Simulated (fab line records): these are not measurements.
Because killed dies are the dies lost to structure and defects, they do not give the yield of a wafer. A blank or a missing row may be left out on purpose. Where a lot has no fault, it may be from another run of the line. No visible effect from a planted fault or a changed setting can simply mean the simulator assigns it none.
fab line records	flow sky130
[record] lots = 11	wafers = 33	last-day = 50
route steps=708 shown POLY_GATE@231 CONTACT@425 VIA1@474 METAL2@499 PAD_OPEN@708
lots with no fault: from the same line, run without faults
start-h: hours from the record's first day to the start of the lot's first wafer shown	wait-h: time in hours since the lot's previous step	" identical to the entry in the row above	L1.1+2: a row that stands for several wafers	- either no value or no given start	* or withheld: withheld	< > ~ a bound
route shown NAME@n: a module of which the file shows steps, and the number in the route of the first	usual: the fault-free wafers' mean and standard deviation	same: alike in all rows	chamber/n: place in a boat	sites: each site's reading	_std_site: the values' standard deviation	_edge_site: mean of outer sites minus mean of inner sites	radius-mm: how far each site lies from the wafer's centre	mask NAME#n: copy n	behind: the most recent tool/chamber to have shaped the wafer	hold: the reason the lot was held/the length of the hold in hours/how it ended	device: which transistor (n, p or np) failed to switch	end of line: the route-end tests of the same wafers	a step without rows: its recipe alone	killed: dies lost to structure and defects at the first sort, not the wafer's yield	map: a wafer's dies, marking killed ones x, the rest . and places with no die _
set.NAME: the run value of the setting; set.NAME@STEP: its run value at that earlier step	model.NAME: the simulator's own value behind a step, which no gauge read
a sample of lots followed through the steps of the route, with each step as a table and each wafer as a row
services: from which hour (start-h, from the record's first day; less than 0 if before it) a tool's chamber was out of use, for how many hours, and why
[[steps]]
[step SKY_POLY_GATE_ETCH_17]
[recipe] target-depth-nm = 180	stop-on = SiO2	over-etch-frac = 0.56667	chemistry = HBr/Cl2	target = poly-Si	icp-w = 400	bias-w = 100	pressure-mtorr = 10	HBr_flow_sccm = 150	Cl2_flow_sccm = 50	time-s = 70.5
[usual] chamber-pressure-mTorr = 9.999/0.0096	drypump-motor-current-A = 5.7/0.46	oes-product-au = 0.989/0.0066	over-etch-frac = 0.56667/0	rf-fwd-power-W = 396.7/1.5	throttle-valve-pct = 33.684/0.0099
[same] time-s = 70.5
lot.wafer	tool	chamber	start-h	wait-h	chamber-pressure-mTorr	drypump-motor-current-A	oes-product-au	over-etch-frac	rf-fwd-power-W	rf-hours-counter-h	throttle-valve-pct
L626.1	rie-si-01	3	372.79	0.0	10.015	5.3	0.986	0.56667	396.8	3	33.693
L626.5	"	0	"	"	9.991	5.5	0.990	0.56667	398.5	-	33.694
L626.6	"	1	"	"	9.985	5.1	0.985	0.56667	396.8	-	33.679
L628.2	rie-si-02	0	386.50	0.0	9.995	5.8	0.990	0.56667	398.6	3	33.674
L628.5	"	1	"	"	9.990	5.3	0.992	0.56667	396.8	-	33.693
L628.6	"	2	"	"	9.996	6.4	1.006	0.56667	396.4	-	33.693
L629.1	rie-si-01	3	394.64	0.0	10.010	5.3	0.990	0.56667	397.6	3	33.686
L629.2	"	2	"	"	10.007	5.6	0.989	0.56667	393.9	3	33.691
L629.4	"	1	"	"	10.013	5.1	0.982	0.56667	396.7	59	33.678
L631.1	rie-si-02	3	412.84	0.0	10.013	6.3	0.982	0.56667	397.9	6	33.674
L631.4	"	1	"	"	9.998	5.3	0.990	0.56667	396.6	46	33.686
L631.5	"	0	"	"	10.006	5.8	0.986	0.56667	395.5	-	33.682
L634.1	rie-si-02	1	437.00	0.0	10.015	5.3	0.989	0.56667	395.9	46	33.682
L634.2	"	0	"	"	10.003	5.8	0.984	0.56667	398.1	3	33.674
L634.4	"	2	"	"	10.000	6.4	1.002	0.56667	396.1	3	33.684
L638.2	rie-si-02	1	476.13	0.0	9.996	5.3	0.995	0.52896	396.9	46	33.660
L638.4	"	0	"	"	10.002	5.8	0.996	0.52896	396.3	4	33.692
L638.5	"	2	"	"	9.997	6.5	1.003	0.52896	394.7	-	33.684
L640.1	rie-si-02	1	502.28	0.0	9.989	5.3	0.991	0.52896	395.1	46	33.692
L640.2	"	3	"	"	10.022	6.2	0.997	0.52896	394.9	7	33.704
L640.3	"	0	"	"	9.992	5.8	0.994	0.52896	398.1	4	33.664
L641.3	rie-si-01	2	512.58	0.0	9.997	5.6	0.979	0.56667	396.2	3	33.689
L641.5	"	3	"	"	10.001	5.3	0.987	0.56667	400.0	-	33.692
L641.6	"	0	"	"	9.990	5.5	0.983	0.56667	398.0	-	33.698
L647.1	rie-si-01	1	553.55	0.0	9.993	5.1	0.983	0.56667	396.7	0	33.684
L647.4	"	0	"	"	10.005	5.5	0.984	0.56667	398.2	5	33.689
L647.5	"	1	"	"	10.011	5.1	0.989	0.56667	398.2	-	33.654
L648.2	rie-si-02	3	560.64	0.0	9.992	6.4	0.994	0.56667	397.0	7	33.677
L648.3	"	0	"	"	10.010	5.8	0.993	0.56667	397.1	4	33.675
L648.6	"	1	"	"	10.012	5.3	0.993	0.56667	396.2	-	33.685
L649.3	rie-si-01	1	564.63	0.0	10.008	5.1	0.995	0.56667	396.4	0	33.700
L649.4	"	3	"	"	10.002	5.4	0.997	0.56667	397.2	4	33.678
L649.6	"	0	"	"	9.992	5.5	0.997	0.56667	397.9	-	33.698
[step SKY_CONTACT_STRIP_19]
[recipe] chemistry = O2/N2	power-w = 1400	pressure-mtorr = 1500	platen-temp-c = withheld	o2-flow-sccm = 3000	n2-flow-sccm = 300	overash-fraction = 0.5
[usual] chamber-pressure-mTorr = 1500.0/1.4	drypump-motor-current-A = 5.7/0.51	oes-product-au = 0.381/0.0053	strip-time-to-endpoint-s = 3.620/0.027
lot.wafer	tool	chamber	start-h	wait-h	chamber-pressure-mTorr	drypump-motor-current-A	oes-product-au	rf-hours-counter-h	strip-time-to-endpoint-s
L626.1	plasma-asher-04	0	738.70	-	1498.8	5.0	0.374	64	3.616
L626.5	"	1	"	"	1500.2	5.5	0.380	-	3.562
L626.6	"	0	"	"	1498.0	5.0	0.381	-	3.634
L628.2	plasma-asher-04	0	752.54	-	1499.5	5.0	0.379	65	3.601
L628.5	"	0	"	"	1501.0	5.0	0.377	-	3.599
L628.6	"	1	"	"	1501.9	5.4	0.382	-	3.647
L629.1	plasma-asher-02	0	757.44	-	1500.4	6.3	0.379	94	3.611
L629.2	"	1	"	"	1500.9	6.2	0.376	94	3.569
L629.4	"	1	"	"	1500.2	6.1	0.368	-	3.561
L631.1	plasma-asher-04	1	775.03	-	1501.7	5.4	0.381	67	3.562
L631.4	"	0	"	"	1501.3	5.0	0.382	-	3.596
L631.5	"	0	"	"	1496.4	5.0	0.379	-	3.671
L634.1	plasma-asher-04	1	803.55	-	1502.3	5.4	0.383	70	3.625
L634.2	"	0	"	"	1500.2	5.0	0.378	70	3.633
L634.4	"	0	"	"	1497.9	5.0	0.377	-	3.671
L638.2	plasma-asher-01	0	828.00	-	1498.9	5.4	0.377	8	3.593
L638.4	"	1	"	"	1499.0	6.3	0.380	-	3.601
L638.5	"	0	"	"	1501.3	5.5	0.381	-	3.603
L640.1	plasma-asher-01	1	851.00	-	1499.5	6.2	0.375	11	3.607
L640.2	"	0	"	"	1498.9	5.5	0.375	11	3.590
L640.3	"	0	"	"	1498.4	5.5	0.377	-	3.629
L641.3	plasma-asher-01	0	862.23	-	1499.0	5.4	0.382	-	3.644
L641.5	"	1	"	"	1500.7	6.3	0.363	-	3.620
L641.6	"	0	"	"	1499.1	5.4	0.381	-	3.618
L647.1	plasma-asher-01	0	892.30	-	1501.4	5.5	0.377	15	3.627
L647.4	"	0	"	"	1499.8	5.4	0.380	-	3.619
L647.5	"	1	"	"	1497.5	6.2	0.382	-	3.609
L648.2	plasma-asher-04	1	899.50	-	1501.5	5.4	0.377	80	3.561
L648.3	"	1	"	"	1500.6	5.4	0.376	-	3.590
L648.6	"	1	"	"	1501.1	5.4	0.379	-	3.632
L649.3	plasma-asher-02	0	901.73	-	1500.8	6.3	0.377	-	3.612
L649.4	"	1	"	"	1499.6	6.2	0.375	-	3.579
L649.6	"	1	"	"	1499.3	6.2	0.387	-	3.601
[step SKY_VIA1_STRIP_16]
[recipe] chemistry = O2/N2	power-w = 1400	pressure-mtorr = 1500	platen-temp-c = withheld	o2-flow-sccm = 3000	n2-flow-sccm = 300	overash-fraction = 0.5
[usual] chamber-pressure-mTorr = 1500.1/1.4	drypump-motor-current-A = 5.9/0.58	oes-product-au = 0.415/0.0045	strip-time-to-endpoint-s = 4.442/0.022
lot.wafer	tool	chamber	start-h	wait-h	chamber-pressure-mTorr	drypump-motor-current-A	oes-product-au	rf-hours-counter-h	strip-time-to-endpoint-s
L626.1	plasma-asher-02	0	795.70	0.0	1500.7	6.3	0.425	98	4.457
L626.5	"	1	"	"	1497.7	6.2	0.419	-	4.466
L626.6	"	0	"	"	1498.5	6.2	0.421	-	4.464
L628.2	plasma-asher-02	1	808.99	0.0	1500.6	6.2	0.415	99	4.445
L628.5	"	0	"	"	1500.6	6.3	0.415	-	4.463
L628.6	"	1	"	"	1499.7	6.3	0.418	-	4.445
L629.1	plasma-asher-03	1	814.19	0.0	1498.8	6.8	0.414	41	4.484
L629.2	"	0	"	"	1500.3	5.7	0.424	41	4.445
L629.4	"	0	"	"	1503.3	5.7	0.413	-	4.472
L631.1	plasma-asher-02	1	831.64	0.0	1500.3	6.2	0.415	101	4.471
L631.4	"	1	"	"	1499.2	6.2	0.420	-	4.474
L631.5	"	1	"	"	1500.5	6.2	0.414	-	4.460
L634.1	plasma-asher-03	1	859.10	0.0	1499.2	6.8	0.412	45	4.449
L634.2	"	0	"	"	1500.4	5.7	0.412	45	4.457
L634.4	"	0	"	"	1501.2	5.7	0.414	-	4.434
L638.2	plasma-asher-03	1	882.83	0.0	1498.2	6.8	0.419	47	4.460
L638.4	"	0	"	"	1500.1	5.8	0.412	-	4.441
L638.5	"	0	"	"	1500.3	5.8	0.419	-	4.450
L640.1	plasma-asher-04	0	906.70	0.0	1501.7	5.0	0.416	81	4.438
L640.2	"	1	"	"	1499.6	5.4	0.403	81	4.440
L640.3	"	0	"	"	1500.6	5.0	0.426	-	4.412
L641.3	plasma-asher-04	1	917.30	0.1	1500.7	5.4	0.414	-	4.412
L641.5	"	1	"	"	1502.1	5.4	0.414	-	4.427
L641.6	"	0	"	"	1501.5	5.0	0.420	-	4.448
L647.1	plasma-asher-04	0	944.75	0.0	1499.7	5.0	0.418	84	4.462
L647.4	"	0	"	"	1498.5	5.0	0.411	-	4.438
L647.5	"	1	"	"	1498.5	5.4	0.411	-	4.474
L648.2	plasma-asher-04	1	952.45	0.0	1503.4	5.4	0.415	85	4.438
L648.3	"	0	"	"	1498.3	5.0	0.430	-	4.470
L648.6	"	0	"	"	1499.3	5.0	0.416	-	4.454
L649.3	plasma-asher-02	0	955.01	0.1	1497.2	6.3	0.420	-	4.399
L649.4	"	1	"	"	1499.6	6.2	0.409	-	4.447
L649.6	"	0	"	"	1499.6	6.3	0.415	-	4.450
[step SKY_METAL2_OVL_MEAS_16]
[usual] METAL2_OVL = -3/5.2
lot.wafer	tool	chamber	start-h	wait-h	METAL2_OVL[nm]
L626.1	overlay-01	-	824.18	0.1	-5
L626.5	"	-	"	"	1
L626.6	"	-	"	"	-10
L628.2	overlay-01	-	837.14	0.1	4
L628.5	"	-	"	"	3
L628.6	"	-	"	"	0
L629.1	overlay-01	-	842.03	0.1	-6
L629.2	"	-	"	"	-3
L629.4	"	-	"	"	-1
L631.1	overlay-02	-	859.28	0.1	1
L631.4	"	-	"	"	1
L631.5	"	-	"	"	0
L634.1	overlay-01	-	886.62	0.1	3
L634.2	"	-	"	"	-9
L634.4	"	-	"	"	0
L638.2	overlay-02	-	909.93	0.1	-4
L638.4	"	-	"	"	-6
L638.5	"	-	"	"	-6
L640.1	overlay-01	-	933.25	0.1	0
L640.2	"	-	"	"	-1
L640.3	"	-	"	"	0
L641.3	overlay-01	-	943.38	0.1	-12
L641.5	"	-	"	"	-10
L641.6	"	-	"	"	-7
L647.1	overlay-01	-	971.13	0.1	-9
L647.4	"	-	"	"	-2
L647.5	"	-	"	"	-5
L648.2	overlay-01	-	978.68	0.1	-6
L648.3	"	-	"	"	1
L648.6	"	-	"	"	-5
L649.3	overlay-01	-	979.90	0.1	0
L649.4	"	-	"	"	-11
L649.6	"	-	"	"	-14
[step SKY_PAD_OPEN_PROBE_99]
[usual] killed_at_M0_to_M3 = 44/7.4	killed_at_M4_up = 3.2/1.8	killed-at-contacts = 25/5.2	killed-at-front-end = 15/4.5	killed-at-other = 0.2/0.43	killed-dies = 87/9.6	killed-on-rim = 17/3.9	killed-open = 48/7.6	killed-short = 40/5.7
[same] gross-dies = 492	killed-at-back-side = 0
lot.wafer	tool	chamber	start-h	wait-h	killed_at_M0_to_M3	killed_at_M4_up	killed-at-contacts	killed-at-front-end	killed-at-other	killed-dies	killed-on-rim	killed-open	killed-short
L638.2	prober-01	-	1146.76	0.1	48	2	14	17	0	81	17	40	41
L638.4	prober-01	-	1146.86	0.2	52	2	26	11	0	91	15	53	38
L638.5	prober-01	-	1146.91	0.2	49	0	19	12	0	80	15	50	30
L640.1	prober-01	-	1161.23	0.1	39	7	23	16	0	85	15	50	35
L640.2	prober-01	-	1161.28	0.1	35	5	26	16	0	82	16	42	40
L640.3	prober-01	-	1161.33	0.2	33	5	29	13	0	80	11	33	47
L641.3	prober-02	-	1169.38	0.2	36	3	25	20	0	84	17	51	33
L641.5	prober-02	-	1169.48	0.2	39	0	22	23	0	84	12	48	36
L641.6	prober-02	-	1169.53	0.2	40	2	34	25	0	101	18	57	44
// killed by level:class
L638.2 METAL2:geometric-particle:short=11 VIA1:geometric-particle:open=10 FIELD_ISO:geometric-particle:short=7 LI_CONTACT:geometric-particle:open=7 VIA2:geometric-particle:open=7 POLY_GATE:geometric-particle:short=4 METAL1:geometric-particle:short=4 VIA1:geometric-particle:short=4
L638.4 VIA1:geometric-particle:open=18 LI_CONTACT:geometric-particle:open=10 CONTACT:geometric-particle:open=7 VIA2:geometric-particle:open=6 VIA3:geometric-particle:open=6 CONTACT:geometric-particle:short=6 METAL2:geometric-particle:short=5 VIA3:geometric-particle:short=4
L638.5 VIA1:geometric-particle:open=17 LI_CONTACT:geometric-particle:open=7 CONTACT:geometric-particle:open=7 METAL2:geometric-particle:short=7 VIA3:geometric-particle:open=7 VIA2:geometric-particle:open=6 METAL1:geometric-particle:short=4 POLY_GATE:geometric-particle:short=4
L640.1 VIA1:geometric-particle:open=10 FIELD_ISO:geometric-particle:open=8 VIA2:geometric-particle:open=8 CONTACT:geometric-particle:open=7 CONTACT:geometric-particle:short=5 LI_CONTACT:geometric-particle:open=4 METAL1:geometric-particle:short=4 METAL2:geometric-particle:short=4
L640.2 CONTACT:geometric-particle:open=12 VIA3:geometric-particle:open=6 VIA2:geometric-particle:open=6 FIELD_ISO:geometric-particle:open=5 LI_CONTACT:geometric-particle:open=5 VIA1:geometric-particle:short=5 METAL4:geometric-particle:short=4 LI_CONTACT:geometric-particle:short=4
L640.3 CONTACT:geometric-particle:open=9 LI_CONTACT:geometric-particle:open=8 CONTACT:geometric-particle:short=7 VIA1:geometric-particle:open=6 VIA3:geometric-particle:short=6 FIELD_ISO:geometric-particle:short=5 METAL1:geometric-particle:short=4 VIA1:geometric-particle:short=4
L641.3 CONTACT:geometric-particle:open=10 VIA2:geometric-particle:open=10 VIA3:geometric-particle:open=9 VIA1:geometric-particle:open=7 LI_CONTACT:geometric-particle:open=6 POLY_GATE:geometric-particle:short=5 LOCAL_INTERCONNECT:geometric-particle:short=5 POLY_GATE:geometric-particle:open=4
L641.5 VIA1:geometric-particle:open=9 CONTACT:geometric-particle:open=9 VIA2:geometric-particle:open=8 METAL1:geometric-particle:short=7 FIELD_ISO:geometric-particle:short=6 FIELD_ISO:geometric-particle:open=6 VIA3:geometric-particle:open=6 LI_CONTACT:geometric-particle:short=4
L641.6 LI_CONTACT:geometric-particle:open=11 VIA1:geometric-particle:open=11 CONTACT:geometric-particle:open=10 CONTACT:geometric-particle:short=8 POLY_GATE:geometric-particle:short=6 FIELD_ISO:geometric-particle:short=5 POLY_GATE:geometric-particle:open=5 METAL2:geometric-particle:short=5
[[services]]
tool	chamber	start-h	hours	kind
rie-si-01	1	377.97	8.9	repair
plasma-asher-02	-	378.95	1.7	repair
plasma-asher-01	-	414.34	14.6	pm
rie-si-02	1	423.92	6.7	repair
plasma-asher-02	-	439.47	21.2	repair
plasma-asher-01	-	453.33	28.1	pm
rie-si-02	-	471.14	0.2	repair
rie-si-02	-	567.63	14.3	repair
plasma-asher-01	-	578.55	27.1	pm
rie-si-02	-	605.95	0.5	repair
rie-si-02	2	621.21	1.3	repair
rie-si-02	2	673.83	5.8	repair
plasma-asher-02	-	675.19	1.7	repair
rie-si-02	-	688.10	0.2	repair
plasma-asher-04	-	708.31	4.0	pm
rie-si-02	-	760.49	0.9	repair
rie-si-01	1	763.15	2.9	repair
rie-si-01	0	767.19	5.2	repair
plasma-asher-04	-	807.57	1.1	repair
plasma-asher-04	-	876.46	0.5	repair
plasma-asher-04	-	887.07	1.9	repair
plasma-asher-04	-	931.17	2.8	repair
rie-si-02	-	940.14	14.6	pm
rie-si-02	-	954.99	0.5	repair
[[key]]
[first-sign] step = SKY_POLY_GATE_ETCH_17	reading = over-etch-frac	direction = down	sigmas = 99+	usual = 0.56667	struck = 0.52896
effect none on later readings
met-at SKY_POLY_GATE_ETCH_17
struck-lots L638,L640
tester-left-out L638,L640
not-acting-at SKY_CONTACT_STRIP_19,SKY_VIA1_STRIP_16,SKY_METAL2_OVL_MEAS_16
onset-between 437.00 476.13
[fault] kind = process-parameter-drift	tool = rie-si-02	chamber = -	onset-h = 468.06	steps = SKY_POLY_GATE_ETCH_17	channel = over-etch-frac	offset = -0.037706	shape = step	end-h = 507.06	stated = 0.56667
// tester-left-out: of these lots the tester's yield and bins aren't shown, on N5 and GAA mostly nor the transistor test; their killed dies are dies lost to structure and defects alone, not to doping, threshold or leakage, so they don't give the yield
